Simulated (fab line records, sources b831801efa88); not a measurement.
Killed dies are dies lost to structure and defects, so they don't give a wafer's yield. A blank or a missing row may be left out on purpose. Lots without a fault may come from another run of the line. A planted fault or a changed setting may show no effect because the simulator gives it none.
fab line records | flow sky130
record lots=6 wafers=18 last_day=50
route steps=708 shown VT_ADJUST_LVTN@111 VT_ADJUST_NCORE@119 PAD_OPEN@708
lots that met no fault: from a run of the same line without faults
start_h: hours from the record's first day to the start of the lot's first wafer shown | wait_h: hours since the lot's step before | " the same as in the row above | L1.1+2: a row that stands for several wafers | - no value, or no start given | * or withheld: withheld | < > ~ a bound
route shown NAME@n: a module of which the file shows steps, and the number in the route of the first | usual: mean/standard deviation of fault-free wafers | same: alike in all rows | chamber/n: place in a boat | sites: the reading at each site | _std_site: their standard deviation | _edge_site: outer sites' mean less inner sites' | radius_mm: how far each site lies from the wafer's centre | mask NAME#n: copy n | behind: the tool/chamber that last shaped the wafer | hold: why the lot was held/for how many hours/how that ended | device: the transistor (n, p or np) that didn't switch | end of line: the same wafers' tests at the end of the route | a step without rows: its recipe alone | killed: dies lost to structure and defects at the first sort, not the wafer's yield | map: a wafer's dies, x killed, . not, _ none there
set.NAME: the setting as run; set.NAME@STEP: as run at that earlier step | model.NAME: the simulator's own value behind a step, which no gauge read
lots at some steps of the route; a table a step, a row a wafer
services: from which hour (start_h, from the record's first day; less than 0 if before it) a tool's chamber was out of use, for how many hours, and why
## steps
# step SKY_VT_ADJUST_LVTN_SOFTBAKE_14
# recipe temp_c=90 time_s=60 resist=NOVOLAK
# step SKY_VT_ADJUST_LVTN_EXPOSE_15
# recipe mask_id=HVN_STD_DERIVED na=0.6 source_shape=conventional sigma_outer=0.6 polarization=unpolarized target_cd_nm=600 dose_mj=163
# step SKY_VT_ADJUST_LVTN_PEB_16
# recipe temp_c=withheld time_s=* resist=NOVOLAK
# step SKY_VT_ADJUST_LVTN_DEVELOP_17
# recipe resist=NOVOLAK developer=TMAH develop_time_s=60 dev_temp_c=23
# step SKY_VT_ADJUST_LVTN_OVL_MEAS_18
# usual VT_ADJUST_LVTN_01_OVL=1.0/1.2
# columns lot.wafer tool chamber start_h wait_h VT_ADJUST_LVTN_01_OVL[nm]
L344.2 overlay-02 - 164.85 0.1 0.8
L344.3 " - " " 2.4
L344.5 " - " " 2.5
L343.2 overlay-02 - 165.01 0.1 -0.3
L343.5 " - " " -0.9
L343.6 " - " " 0.9
L345.2 overlay-02 - 170.25 0.1 -1.7
L345.4 " - " " 0.1
L345.5 " - " " 0.0
L362.2 overlay-01 - 296.00 0.1 0.5
L362.3 " - " " -0.2
L362.6 " - " " 0.5
L363.2 overlay-02 - 301.60 0.1 -1.3
L363.5 " - " " -0.5
L363.6 " - " " 1.6
L366.4 overlay-02 - 332.52 0.1 0.7
L366.5 " - " " 2.7
L366.6 " - " " 0.4
# step SKY_VT_ADJUST_LVTN_IMPLANT_19
# recipe species=B energy_kev=30 dose_cm2=6.5e+11 tilt_deg=withheld
# step SKY_VT_ADJUST_LVTN_STRIP_20
# recipe chemistry=O2/N2 power_w=1400 pressure_mtorr=1500 platen_temp_c=withheld o2_flow_sccm=3000 n2_flow_sccm=300 overash_fraction=0.5
# usual chamber_pressure_mTorr=1500.1/1.5 drypump_motor_current_A=6.1/0.41 n2_flow_sccm=300.0/0.81 oes_product_au=0.716/0.0042 strip_time_to_endpoint_s=14.18/0.039
# columns lot.wafer tool chamber start_h wait_h chamber_pressure_mTorr drypump_motor_current_A n2_flow_sccm oes_product_au rf_hours_counter_h strip_time_to_endpoint_s
L344.2 plasma_asher-02 1 165.03 0.1 1500.4 5.6 299.5 0.714 51 14.17
L344.3 " 0 " " 1499.6 6.1 299.8 0.714 - 14.17
L344.5 " 0 " " 1500.4 6.1 300.9 0.713 - 14.16
L343.2 plasma_asher-01 1 165.19 0.1 1499.7 5.9 301.4 0.715 5 14.08
L343.5 " 0 " " 1498.4 6.7 301.0 0.716 - 14.14
L343.6 " 1 " " 1500.4 5.9 300.8 0.719 - 14.14
L345.2 plasma_asher-01 0 170.43 0.1 1501.7 6.7 299.4 0.717 5 14.18
L345.4 " 0 " " 1498.7 6.7 299.7 0.720 - 14.15
L345.5 " 0 " " 1502.3 6.7 299.3 0.721 - 14.16
L362.2 plasma_asher-04 1 296.18 0.1 1500.7 6.4 300.2 0.720 46 14.19
L362.3 " 1 " " 1500.2 6.3 300.8 0.717 - 14.21
L362.6 " 1 " " 1499.1 6.3 300.5 0.712 - 14.23
L363.2 plasma_asher-04 0 301.78 0.1 1496.8 5.4 300.1 0.717 46 14.18
L363.5 " 0 " " 1501.7 5.4 298.3 0.720 - 14.21
L363.6 " 1 " " 1498.2 6.3 300.6 0.714 - 14.23
L366.4 plasma_asher-02 1 332.72 0.1 1500.9 5.6 299.4 0.717 - 14.13
L366.5 " 1 " " 1500.9 5.6 300.8 0.719 - 14.12
L366.6 " 0 " " 1498.8 6.1 301.2 0.718 - 14.18
# step SKY_VT_ADJUST_LVTN_TW_MEAS_21
# usual VT_ADJUST_LVTN_2_TW=188.7/1.2
# columns lot.wafer tool chamber start_h wait_h VT_ADJUST_LVTN_2_TW
L344.2 film_metro-04 - 165.14 0.1 186.9
L344.3 " - " " 187.8
L344.5 " - " " 187.4
L343.2 film_metro-03 - 165.30 0.1 189.8
L343.5 " - " " 190.5
L343.6 " - " " 189.7
L345.2 film_metro-01 - 170.54 0.1 189.6
L345.4 " - " " 189.6
L345.5 " - " " 190.2
L362.2 film_metro-01 - 296.29 0.1 189.4
L362.3 " - " " 189.0
L362.6 " - " " 189.9
L363.2 film_metro-01 - 301.89 0.1 190.1
L363.5 " - " " 189.2
L363.6 " - " " 190.3
L366.4 film_metro-01 - 332.81 0.1 188.2
L366.5 " - " " 188.6
L366.6 " - " " 188.3
# step SKY_VT_ADJUST_NCORE_DEHYDRATE_00
# recipe temp_c=200 time_s=60
# step SKY_VT_ADJUST_NCORE_HMDS_01
# recipe prime_time_s=60 prime_temp_c=120
# step SKY_VT_ADJUST_NCORE_COAT_02
# recipe resist=NOVOLAK spin_rpm=3000 resist_thk_nm=1130
# step SKY_VT_ADJUST_NCORE_SOFTBAKE_03
# recipe temp_c=90 time_s=60 resist=NOVOLAK
# step SKY_VT_ADJUST_NCORE_EXPOSE_04
# recipe mask_id=LVTN_COMPLEMENT_THIN na=0.6 source_shape=conventional sigma_outer=0.6 polarization=unpolarized target_cd_nm=380 dose_mj=139
# columns lot.wafer tool chamber start_h wait_h mask
L344.2+3+5 iline_stepper-01 0 174.72 - LVTN_COMPLEMENT_THIN#0
L343.2+5+6 iline_stepper-02 0 175.34 - LVTN_COMPLEMENT_THIN#0
L345.2+4+5 iline_stepper-02 0 181.22 - LVTN_COMPLEMENT_THIN#0
L362.2+3+6 iline_stepper-01 0 309.37 - LVTN_COMPLEMENT_THIN#0
L363.2+5+6 iline_stepper-01 0 315.27 - LVTN_COMPLEMENT_THIN#0
L366.4+5+6 iline_stepper-02 0 346.26 - LVTN_COMPLEMENT_THIN#0
# step SKY_VT_ADJUST_NCORE_PEB_05
# recipe temp_c=withheld time_s=* resist=NOVOLAK
# step SKY_VT_ADJUST_NCORE_DEVELOP_06
# recipe resist=NOVOLAK developer=TMAH develop_time_s=60 dev_temp_c=23
# step SKY_VT_ADJUST_NCORE_CD_MEAS_07
# recipe target_cd_nm=380
# usual cd_nm=379.7/2.2
# columns lot.wafer tool chamber start_h wait_h hold cd_nm
L344.2 cd_sem-02 - 185.57 0.1 - 380.9
L344.3 " - " " - 385.5
L344.5 " - " " - 381.4
L343.2 cd_sem-02 - 186.12 0.1 - 381.4
L343.5 " - " " - 381.4
L343.6 " - " " - 381.4
L345.2 cd_sem-02 - 191.58 0.1 - 380.0
L345.4 " - " " - 380.6
L345.5 " - " " - 380.4
L362.2 cd_sem-02 - 322.52 0.1 await_dispo/0.2h/release 372.0
L362.3 " - " " await_dispo/0.2h/release 365.5
L362.6 " - " " await_dispo/0.2h/release 360.0
L362.2 cd_sem-02 - 322.81 0.3 - 372.6
L362.3 " - " " - 365.3
L362.6 " - " " - 360.1
L363.2 cd_sem-01 - 328.13 0.1 await_dispo/0.2h/release 372.3
L363.5 " - " " await_dispo/0.2h/release 366.6
L363.6 " - " " await_dispo/0.2h/release 360.0
L363.2 cd_sem-01 - 328.42 0.3 - 372.4
L363.5 " - " " - 366.6
L363.6 " - " " - 359.4
L366.4 cd_sem-01 - 359.76 0.1 - 379.3
L366.5 " - " " - 378.9
L366.6 " - " " - 381.2
# step SKY_VT_ADJUST_NCORE_OVL_MEAS_08
# usual VT_ADJUST_NCORE_OVL=1.0/1.6
# columns lot.wafer tool chamber start_h wait_h hold VT_ADJUST_NCORE_OVL[nm]
L344.2 overlay-02 - 185.68 0.1 - 3.9
L344.3 " - " " - 2.3
L344.5 " - " " - 2.3
L343.2 overlay-01 - 186.22 0.1 - 2.9
L343.5 " - " " - 2.4
L343.6 " - " " - 3.1
L345.2 overlay-01 - 191.69 0.1 - 1.4
L345.4 " - " " - 0.5
L345.5 " - " " - 1.3
L362.2 overlay-02 - 327.19 4.4 await_dispo/4.3h/release 0.5
L362.3 " - " " await_dispo/4.3h/release 0.4
L362.6 " - " " await_dispo/4.3h/release -0.3
L363.2 overlay-01 - 332.15 3.7 await_dispo/3.6h/release -2.1
L363.5 " - " " await_dispo/3.6h/release -2.5
L363.6 " - " " await_dispo/3.6h/release -2.1
L366.4 overlay-01 - 359.84 0.1 - 2.5
L366.5 " - " " - 3.2
L366.6 " - " " - 1.5
# step SKY_PAD_OPEN_PROBE_99
# usual killed_at_M0_to_M3=44/7.2 killed_at_M4_up=3.1/1.8 killed_at_contacts=25/5.2 killed_at_front_end=15/3.9 killed_at_other=0.2/0.5 killed_dies=86/9.5 killed_open=47/7.3 killed_short=40/6
# same gross_dies=492 killed_at_back_side=0
# columns lot.wafer tool chamber start_h wait_h killed_at_M0_to_M3 killed_at_M4_up killed_at_contacts killed_at_front_end killed_at_other killed_dies killed_open killed_short
L343.2 prober-02 - 1074.82 0.1 39 3 32 8 1 83 41 42
L343.5 prober-02 - 1074.97 0.2 39 1 24 8 1 73 35 38
L343.6 prober-02 - 1075.02 0.2 41 1 24 10 0 76 33 43
L345.2 prober-02 - 1078.63 0.1 52 4 23 22 0 101 53 48
L345.4 prober-02 - 1078.73 0.2 55 5 23 15 1 99 51 48
L345.5 prober-02 - 1078.78 0.2 37 5 21 10 0 73 33 40
L362.2 prober-02 - 1182.46 0.1 33 3 32 9 0 77 34 43
L362.3 prober-02 - 1182.51 0.2 35 5 25 10 0 75 41 34
L362.6 prober-02 - 1182.66 0.2 45 2 23 11 0 81 52 29
L366.4 prober-01 - 1203.44 0.2 52 3 22 15 1 93 46 47
L366.5 prober-01 - 1203.49 0.2 48 2 21 14 0 85 37 48
L366.6 prober-01 - 1203.54 0.2 50 1 25 14 0 90 44 46
# killed by level:class
L343.2 LI_CONTACT:geometric_particle:open=10 VIA1:geometric_particle:open=10 LOCAL_INTERCONNECT:geometric_particle:short=9 CONTACT:geometric_particle:open=9 METAL3:geometric_particle:short=5 VIA2:geometric_particle:open=4 VIA3:geometric_particle:short=4 FIELD_ISO:geometric_particle:open=3
L343.5 METAL1:geometric_particle:short=9 VIA3:geometric_particle:open=8 LI_CONTACT:geometric_particle:open=8 CONTACT:geometric_particle:open=8 VIA2:geometric_particle:short=7 LOCAL_INTERCONNECT:geometric_particle:short=4 CONTACT:geometric_particle:short=4 VIA1:geometric_particle:open=4
L343.6 VIA1:geometric_particle:open=10 VIA3:geometric_particle:short=9 CONTACT:geometric_particle:open=8 LI_CONTACT:geometric_particle:open=6 METAL1:geometric_particle:short=6 CONTACT:geometric_particle:short=5 METAL2:geometric_particle:short=5 FIELD_ISO:geometric_particle:short=4
L345.2 VIA1:geometric_particle:open=11 METAL2:geometric_particle:short=9 LI_CONTACT:geometric_particle:open=8 VIA3:geometric_particle:open=8 FIELD_ISO:geometric_particle:open=7 VIA1:geometric_particle:short=6 VIA2:geometric_particle:open=6 CONTACT:geometric_particle:short=5
L345.4 VIA1:geometric_particle:open=16 VIA2:geometric_particle:open=8 METAL2:geometric_particle:short=8 CONTACT:geometric_particle:open=7 VIA3:geometric_particle:open=6 VIA1:geometric_particle:short=6 FIELD_ISO:geometric_particle:short=5 METAL4:geometric_particle:short=5
L345.5 VIA3:geometric_particle:open=8 CONTACT:geometric_particle:short=8 VIA1:geometric_particle:open=6 METAL2:geometric_particle:short=6 LI_CONTACT:geometric_particle:open=5 POLY_GATE:geometric_particle:short=4 CONTACT:geometric_particle:open=4 METAL1:geometric_particle:short=4
L362.2 CONTACT:geometric_particle:short=9 VIA1:geometric_particle:open=9 CONTACT:geometric_particle:open=8 LOCAL_INTERCONNECT:geometric_particle:short=6 VIA2:geometric_particle:open=5 METAL1:geometric_particle:short=5 FIELD_ISO:geometric_particle:short=4 LI_CONTACT:geometric_particle:short=4
L362.3 CONTACT:geometric_particle:open=9 VIA1:geometric_particle:open=8 VIA2:geometric_particle:open=7 LOCAL_INTERCONNECT:geometric_particle:short=5 METAL4:geometric_particle:short=5 LI_CONTACT:geometric_particle:short=4 VIA1:geometric_particle:short=4 VIA2:geometric_particle:short=4
L362.6 VIA3:geometric_particle:open=10 CONTACT:geometric_particle:open=9 VIA1:geometric_particle:open=9 VIA2:geometric_particle:open=7 FIELD_ISO:geometric_particle:open=6 LI_CONTACT:geometric_particle:open=5 VIA2:geometric_particle:short=5 METAL2:geometric_particle:short=5
L366.4 VIA1:geometric_particle:open=12 CONTACT:geometric_particle:open=8 METAL2:geometric_particle:short=8 VIA2:geometric_particle:open=8 VIA1:geometric_particle:short=7 LI_CONTACT:geometric_particle:open=7 FIELD_ISO:geometric_particle:short=6 VIA3:geometric_particle:short=6
L366.5 VIA1:geometric_particle:open=12 VIA3:geometric_particle:short=10 METAL2:geometric_particle:short=7 POLY_GATE:geometric_particle:short=5 LI_CONTACT:geometric_particle:open=5 FIELD_ISO:geometric_particle:open=4 CONTACT:geometric_particle:short=4 LOCAL_INTERCONNECT:geometric_particle:short=4
L366.6 CONTACT:geometric_particle:open=12 VIA1:geometric_particle:open=8 VIA3:geometric_particle:open=8 METAL1:geometric_particle:short=7 VIA1:geometric_particle:short=7 FIELD_ISO:geometric_particle:short=6 LI_CONTACT:geometric_particle:open=5 METAL2:geometric_particle:short=5
## services
# columns tool chamber start_h hours kind
iline_stepper-02 - 213.90 2.1 pm
iline_stepper-02 - 215.99 - consumable_replace:lamp
iline_stepper-02 - 253.31 1.7 pm
plasma_asher-02 - 273.61 2.2 repair
iline_stepper-01 - 284.71 2.1 pm
iline_stepper-01 - 286.79 - consumable_replace:lamp
iline_stepper-02 - 287.83 6.6 repair
plasma_asher-04 - 317.96 2.8 pm
## key
first_sign step=SKY_VT_ADJUST_NCORE_CD_MEAS_07 reading=visit direction=added
effect step=SKY_VT_ADJUST_NCORE_CD_MEAS_07 reading=cd_nm direction=down sigmas=6.1 usual=379.7 struck=366.1
met_at SKY_VT_ADJUST_NCORE_EXPOSE_04
struck_wafers L362.2,L362.3,L362.6,L363.2,L363.5,L363.6
tester_left_out L362,L363
onset_between 174.72 309.37
also_fits SKY_VT_ADJUST_LVTN_STRIP_20:plasma_asher-04
fault kind=process_parameter_drift tool=iline_stepper-01 chamber=- onset_h=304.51 steps=SKY_VT_ADJUST_NCORE_EXPOSE_04 channel=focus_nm offset=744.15 spread_by_wafer=0.3 shape=step end_h=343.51
# tester_left_out: of these lots the tester's yield and bins aren't shown, on N5 and GAA mostly nor the transistor test; their killed dies are dies lost to structure and defects alone, not to doping, threshold or leakage, so they don't give the yield
